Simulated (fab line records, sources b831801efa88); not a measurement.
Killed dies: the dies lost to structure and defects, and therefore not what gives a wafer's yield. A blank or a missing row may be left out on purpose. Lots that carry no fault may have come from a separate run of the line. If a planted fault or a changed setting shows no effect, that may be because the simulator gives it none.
fab line records ; flow sky130
record: lots: 15; wafers: 45; lastDay: 51
route steps=708 shown FIELD_ISO@23 PWDE@55 NWELL@67
lots that met no fault: taken from a fault-free run of the same line
startH: hours from the record's opening day to when the first of the lot's shown wafers began ; waitH: hours elapsed since this lot's preceding step ; " as in the row above ; L1.1+2: a row that stands for several wafers ; - no value, or no start was given ; * or withheld: withheld ; < > ~ a bound
route shown NAME@n: a module of which the file shows steps, and the number in the route of the first ; usual: mean/standard deviation taken from wafers without a fault ; same: alike in all rows ; chamber/n: place in a boat ; sites: each site's reading ; _std_site: their standard deviation ; _edge_site: the outer-site mean with the inner-site mean subtracted ; radiusMm: how far each site lies from the wafer's centre ; mask NAME#n: copy n ; behind: tool/chamber where the wafer was last shaped ; hold: reason for holding the lot/hours on hold/outcome of the hold ; device: which transistor (n, p or np) failed to switch ; end of line: tests run on the same wafers once the route is complete ; where a step has no rows: the recipe by itself ; killed: the dies lost at the first sort to structure and to defects; this is not the yield of the wafer ; map: shows each die of a wafer: x if killed, . if not, _ if none is there
set.NAME: the run value of the setting; set.NAME@STEP: its run value at that earlier step ; model.NAME: the simulator's own value behind a step, which no gauge read
one table for each step of the route and one row for each wafer, over a sample of lots
services: the hour from which a tool's chamber was out of use, counted from the record's first day as startH (under 0 if before that day), plus the number of hours and why
== steps ==
step: SKY_FIELD_ISO_OXIDATION_22
recipe: tempC: 950; ambient: O2; stabiliseS: 600; purgeS: 300; targetThkA: 100; oxTimeS: 623
usual: oxTempC: 949.9/0.47; oxTempCMax: 953.3/1.3; spikeTcLowerC: 951.7/0.93; spikeTcUpperC: 950.0/1.1; tube_center_temp_C_max: 952.4/0.41; zonePowerBottomPct: 29.8/0.76
lot.wafer;tool;chamber;startH;waitH;oxTempC;oxTempCMax;spikeTcLowerC;spikeTcUpperC;tube_center_temp_C_max;zonePowerBottomPct
L188.2;furnace-02;0;31.63;0.8;950.0;952.7;950.9;950.1;952.3;29.9
L188.4;furnace-02;0;31.63;0.8;950.8;953.1;952.8;948.2;952.5;30.5
L188.5;furnace-02;0;31.63;0.8;950.2;952.4;950.1;949.9;952.3;30.5
L189.1;furnace-02;0;36.88;0.0;949.7;952.5;951.9;949.8;952.3;30.3
L189.3;furnace-02;0;36.88;0.0;949.5;951.5;951.4;949.9;952.5;30.2
L189.4;furnace-02;0;36.88;0.0;949.7;952.3;951.2;948.4;952.7;30.7
L191.1;furnace-01;0;48.16;0.0;949.7;954.9;951.5;949.1;952.2;28.9
L191.2;furnace-01;0;48.16;0.0;949.9;953.7;952.2;951.9;952.0;28.8
L191.6;furnace-01;0;48.16;0.0;949.9;954.9;952.0;950.6;952.6;28.5
L192.1;furnace-01;0;52.54;1.0;949.5;953.5;951.6;951.4;952.5;28.7
L192.4;furnace-01;0;52.54;1.0;949.7;956.5;951.0;951.4;952.6;29.0
L192.6;furnace-01;0;52.54;1.0;949.6;953.8;950.5;950.9;952.5;28.6
L194.3;furnace-01;0;62.57;1.6;950.4;955.0;951.8;951.1;953.0;28.8
L194.5;furnace-01;0;62.57;1.6;950.3;955.2;952.2;949.6;953.7;29.1
L194.6;furnace-01;0;62.57;1.6;950.1;955.1;951.2;951.4;952.2;29.3
L195.3;furnace-02;0;65.93;0.0;949.5;952.3;951.6;950.4;951.9;30.2
L195.4;furnace-02;0;65.93;0.0;949.4;952.0;950.7;951.3;952.2;30.3
L195.6;furnace-02;0;65.93;0.0;949.7;952.2;952.0;950.0;952.1;30.5
L197.2;furnace-01;0;79.56;0.0;949.0;953.8;952.2;951.0;952.6;29.0
L197.3;furnace-01;0;79.56;0.0;949.5;954.6;951.3;950.4;952.2;28.5
L197.4;furnace-01;0;79.56;0.0;949.5;954.0;951.0;951.5;952.0;29.0
L198.2;furnace-02;0;82.80;0.0;948.6;950.6;951.6;950.4;952.3;30.8
L198.3;furnace-02;0;82.80;0.0;949.5;952.1;951.2;950.2;953.0;30.4
L198.6;furnace-02;0;82.80;0.0;948.9;951.9;952.8;949.2;952.5;30.0
L199.1;furnace-01;0;88.84;0.9;949.8;954.6;949.9;949.9;952.4;29.4
L199.2;furnace-01;0;88.84;0.9;949.4;954.0;953.3;952.6;952.9;29.6
L199.3;furnace-01;0;88.84;0.9;949.8;954.2;952.7;951.7;954.7;28.8
L200.2;furnace-02;0;94.57;0.2;949.6;952.3;949.6;950.8;952.5;30.1
L200.4;furnace-02;0;94.57;0.2;950.4;953.0;950.4;950.9;952.2;30.4
L200.6;furnace-02;0;94.57;0.2;950.0;952.2;952.8;950.4;952.1;30.8
L201.1;furnace-01;-;98.71;0.7;-;-;-;-;-;-
L201.2;furnace-01;-;98.71;0.7;-;-;-;-;-;-
L201.5;furnace-01;-;98.71;0.7;-;-;-;-;-;-
L202.3;furnace-02;-;106.63;1.2;-;-;-;-;-;-
L202.5;furnace-02;-;106.63;1.2;-;-;-;-;-;-
L202.6;furnace-02;-;106.63;1.2;-;-;-;-;-;-
L203.2;furnace-02;-;112.47;1.4;-;-;-;-;-;-
L203.3;furnace-02;-;112.47;1.4;-;-;-;-;-;-
L203.6;furnace-02;-;112.47;1.4;-;-;-;-;-;-
L206.3;furnace-01;0;124.60;0.0;950.1;954.7;952.1;951.3;952.6;28.7
L206.4;furnace-01;0;124.60;0.0;950.0;955.7;952.7;948.6;953.1;28.9
L206.5;furnace-01;0;124.60;0.0;949.7;953.8;951.9;951.2;952.3;29.1
L211.2;furnace-02;0;149.96;1.0;950.6;952.9;952.1;950.3;952.9;30.9
L211.3;furnace-02;0;149.96;1.0;950.1;952.1;950.2;949.7;952.5;30.7
L211.6;furnace-02;0;149.96;1.0;950.5;952.9;951.4;952.3;952.1;30.3
step: SKY_FIELD_ISO_THK_MEAS_25
recipe: reads: SiO2_of_FIELD_ISO_CVD_24
usual: FIELD_ISO_CVD_24_THK: 594/6.3
lot.wafer;tool;chamber;startH;waitH;FIELD_ISO_CVD_24_THK[nm]
L188.2;filmMetro-02;-;32.95;0.0;596
L188.4;filmMetro-02;-;32.95;0.0;602
L188.5;filmMetro-02;-;32.95;0.0;595
L189.1;filmMetro-03;-;38.19;0.0;591
L189.3;filmMetro-03;-;38.19;0.0;607
L189.4;filmMetro-03;-;38.19;0.0;601
L191.1;filmMetro-02;-;49.47;0.0;589
L191.2;filmMetro-02;-;49.47;0.0;593
L191.6;filmMetro-02;-;49.47;0.0;597
L192.1;filmMetro-02;-;53.85;0.0;594
L192.4;filmMetro-02;-;53.85;0.0;588
L192.6;filmMetro-02;-;53.85;0.0;590
L194.3;filmMetro-03;-;63.90;0.1;608
L194.5;filmMetro-03;-;63.90;0.1;601
L194.6;filmMetro-03;-;63.90;0.1;600
L195.3;filmMetro-02;-;67.25;0.1;583
L195.4;filmMetro-02;-;67.25;0.1;591
L195.6;filmMetro-02;-;67.25;0.1;594
L197.2;filmMetro-04;-;80.87;0.0;589
L197.3;filmMetro-04;-;80.87;0.0;591
L197.4;filmMetro-04;-;80.87;0.0;590
L198.2;filmMetro-04;-;84.11;0.0;597
L198.3;filmMetro-04;-;84.11;0.0;594
L198.6;filmMetro-04;-;84.11;0.0;593
L199.1;filmMetro-04;-;90.15;0.0;598
L199.2;filmMetro-04;-;90.15;0.0;598
L199.3;filmMetro-04;-;90.15;0.0;596
L200.2;filmMetro-03;-;95.89;0.0;591
L200.4;filmMetro-03;-;95.89;0.0;596
L200.6;filmMetro-03;-;95.89;0.0;591
L201.1;filmMetro-02;-;100.01;0.0;589
L201.2;filmMetro-02;-;100.01;0.0;592
L201.5;filmMetro-02;-;100.01;0.0;592
L202.3;filmMetro-03;-;107.96;0.1;595
L202.5;filmMetro-03;-;107.96;0.1;597
L202.6;filmMetro-03;-;107.96;0.1;601
L203.2;filmMetro-04;-;113.78;0.0;600
L203.3;filmMetro-04;-;113.78;0.0;582
L203.6;filmMetro-04;-;113.78;0.0;587
L206.3;filmMetro-03;-;125.93;0.1;592
L206.4;filmMetro-03;-;125.93;0.1;590
L206.5;filmMetro-03;-;125.93;0.1;592
L211.2;filmMetro-02;-;151.31;0.1;599
L211.3;filmMetro-02;-;151.31;0.1;600
L211.6;filmMetro-02;-;151.31;0.1;596
step: SKY_PWDE_TW_MEAS_10
usual: PWDE_TW: 373.7/2.7
lot.wafer;tool;chamber;startH;waitH;PWDE_TW
L188.2;filmMetro-02;-;73.37;0.1;376.7
L188.4;filmMetro-02;-;73.37;0.1;376.4
L188.5;filmMetro-02;-;73.37;0.1;375.2
L189.1;filmMetro-01;-;77.79;0.1;372.2
L189.3;filmMetro-01;-;77.79;0.1;372.1
L189.4;filmMetro-01;-;77.79;0.1;374.6
L191.1;filmMetro-02;-;91.00;0.1;375.7
L191.2;filmMetro-02;-;91.00;0.1;376.0
L191.6;filmMetro-02;-;91.00;0.1;376.6
L192.1;filmMetro-01;-;97.79;0.1;371.5
L192.4;filmMetro-01;-;97.79;0.1;373.3
L192.6;filmMetro-01;-;97.79;0.1;372.8
L194.3;filmMetro-01;-;104.32;0.1;376.3
L194.5;filmMetro-01;-;104.32;0.1;373.5
L194.6;filmMetro-01;-;104.32;0.1;373.2
L195.3;filmMetro-02;-;112.33;0.1;373.2
L195.4;filmMetro-02;-;112.33;0.1;373.6
L195.6;filmMetro-02;-;112.33;0.1;373.4
L197.2;filmMetro-03;-;123.10;0.1;371.0
L197.3;filmMetro-03;-;123.10;0.1;369.8
L197.4;filmMetro-03;-;123.10;0.1;372.4
L198.2;filmMetro-01;-;127.47;0.1;369.3
L198.3;filmMetro-01;-;127.47;0.1;368.4
L198.6;filmMetro-01;-;127.47;0.1;370.5
L199.1;filmMetro-03;-;134.71;0.1;369.0
L199.2;filmMetro-03;-;134.71;0.1;369.7
L199.3;filmMetro-03;-;134.71;0.1;371.4
L200.2;filmMetro-01;-;139.82;0.1;369.8
L200.4;filmMetro-01;-;139.82;0.1;374.0
L200.6;filmMetro-01;-;139.82;0.1;370.1
L206.3;filmMetro-03;-;170.76;0.1;373.8
L206.4;filmMetro-03;-;170.76;0.1;376.5
L206.5;filmMetro-03;-;170.76;0.1;375.9
L211.2;filmMetro-03;-;197.99;0.1;376.9
L211.3;filmMetro-03;-;197.99;0.1;377.5
L211.6;filmMetro-03;-;197.99;0.1;376.5
step: SKY_NWELL_STRIP_14
recipe: chemistry: O2/N2; powerW: 1400; pressureMtorr: 1500; platenTempC: withheld; o2FlowSccm: 3000; n2FlowSccm: 300; overashFraction: 0.5
usual: drypumpMotorCurrentA: 5.7/0.36; oesProductAu: 0.722/0.0049; stripTimeToEndpointS: 36.93/0.14
lot.wafer;tool;chamber;startH;waitH;drypumpMotorCurrentA;oesProductAu;rfHoursCounterH;stripTimeToEndpointS
L188.2;plasmaAsher-02;0;92.45;0.1;5.7;0.718;30;37.20
L188.4;plasmaAsher-02;0;92.45;0.1;5.7;0.733;-;37.11
L188.5;plasmaAsher-02;0;92.45;0.1;5.6;0.725;-;37.19
L189.1;plasmaAsher-04;1;96.04;0.1;6.3;0.718;39;36.85
L189.3;plasmaAsher-04;1;96.04;0.1;6.3;0.716;-;36.84
L189.4;plasmaAsher-04;0;96.04;0.1;5.6;0.722;-;36.88
L191.1;plasmaAsher-04;0;109.99;0.1;5.6;0.721;40;36.72
L191.2;plasmaAsher-04;1;109.99;0.1;6.3;0.718;40;36.73
L191.6;plasmaAsher-04;0;109.99;0.1;5.6;0.719;-;36.63
L192.1;plasmaAsher-04;1;117.05;0.1;6.3;0.715;41;36.94
L192.4;plasmaAsher-04;0;117.05;0.1;5.6;0.723;-;36.94
L192.6;plasmaAsher-04;1;117.05;0.1;6.3;0.725;-;36.90
L194.3;plasmaAsher-01;0;124.27;0.1;5.2;0.715;-;37.01
L194.5;plasmaAsher-01;0;124.27;0.1;5.2;0.730;-;37.08
L194.6;plasmaAsher-01;1;124.27;0.1;5.8;0.726;-;36.97
L195.3;plasmaAsher-02;1;131.62;0.1;6.1;0.720;-;37.02
L195.4;plasmaAsher-02;0;131.62;0.1;5.6;0.723;-;37.08
L195.6;plasmaAsher-02;1;131.62;0.1;6.1;0.723;-;37.11
L197.2;plasmaAsher-01;0;142.85;0.1;5.2;0.718;46;37.11
L197.3;plasmaAsher-01;0;142.85;0.1;5.2;0.721;-;37.12
L197.4;plasmaAsher-01;1;142.85;0.1;5.7;0.718;-;36.99
L198.2;plasmaAsher-01;1;147.14;0.1;5.8;0.719;47;37.06
L198.3;plasmaAsher-01;0;147.14;0.1;5.2;0.725;-;37.06
L198.6;plasmaAsher-01;1;147.14;0.1;5.8;0.726;-;37.19
L199.1;plasmaAsher-02;0;154.14;0.1;5.6;0.728;36;36.91
L199.2;plasmaAsher-02;1;154.14;0.1;6.1;0.720;36;37.06
L199.3;plasmaAsher-02;1;154.14;0.1;6.0;0.728;-;36.99
L200.2;plasmaAsher-02;1;159.49;0.1;6.1;0.730;36;36.83
L200.4;plasmaAsher-02;0;159.49;0.1;5.7;0.728;-;36.95
L200.6;plasmaAsher-02;0;159.49;0.1;5.6;0.728;-;36.98
L206.3;plasmaAsher-01;0;192.54;0.1;5.2;0.721;-;36.73
L206.4;plasmaAsher-01;1;192.54;0.1;5.8;0.720;-;36.71
L206.5;plasmaAsher-01;1;192.54;0.1;5.8;0.720;-;36.80
L211.2;plasmaAsher-04;0;220.54;0.1;5.6;0.722;50;36.71
L211.3;plasmaAsher-04;1;220.54;0.1;6.3;0.726;-;36.74
L211.6;plasmaAsher-04;0;220.54;0.1;5.6;0.729;-;36.82
== services ==
tool;chamber;startH;hours;kind
furnace-01;-;16.63;4.7;pm
furnace-02;-;51.59;7.2;pm
plasmaAsher-04;-;65.12;2.8;pm
furnace-02;-;68.45;3.3;pm
plasmaAsher-02;-;123.05;1.7;repair
plasmaAsher-02;-;125.45;3.9;repair
furnace-01;-;144.69;3.8;pm
plasmaAsher-04;-;144.76;23.9;pm
plasmaAsher-01;-;182.72;3.4;repair
plasmaAsher-02;-;184.59;14.6;pm
== key ==
firstSign: step: SKY_FIELD_ISO_OXIDATION_22; reading: toolRecord; direction: missing
effect none on later readings
metAt SKY_FIELD_ISO_OXIDATION_22
struckLots L201,L202,L203
laterRowsLeftOut L201.1,L201.2,L201.5,L202.3,L202.5,L202.6,L203.2,L203.3,L203.6
sortLeftOut L201.1,L201.2,L201.5,L202.3,L202.5,L202.6,L203.2,L203.3,L203.6
testerLeftOut L201,L202,L203
notActingAt SKY_FIELD_ISO_THK_MEAS_25,SKY_PWDE_TW_MEAS_10,SKY_NWELL_STRIP_14
onsetBetween 94.57 98.71
fault: kind: skippedStepWhole; tool: furnace-01,furnace-02; chamber: -; onsetH: 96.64; steps: SKY_FIELD_ISO_OXIDATION_22; scope: struckLotsOnly
testerLeftOut: of these lots the tester's yield and bins aren't shown, on N5 and GAA mostly nor the transistor test; their killed dies are dies lost to structure and defects alone, not to doping, threshold or leakage, so they don't give the yield
sortLeftOut: the simulated sort isn't trusted on such a fault, so these wafers' sort isn't shown, and their yield isn't known
laterRowsLeftOut: the simulator's readings of these wafers behind a module that went badly wrong aren't trusted and aren't shown, but for the sort
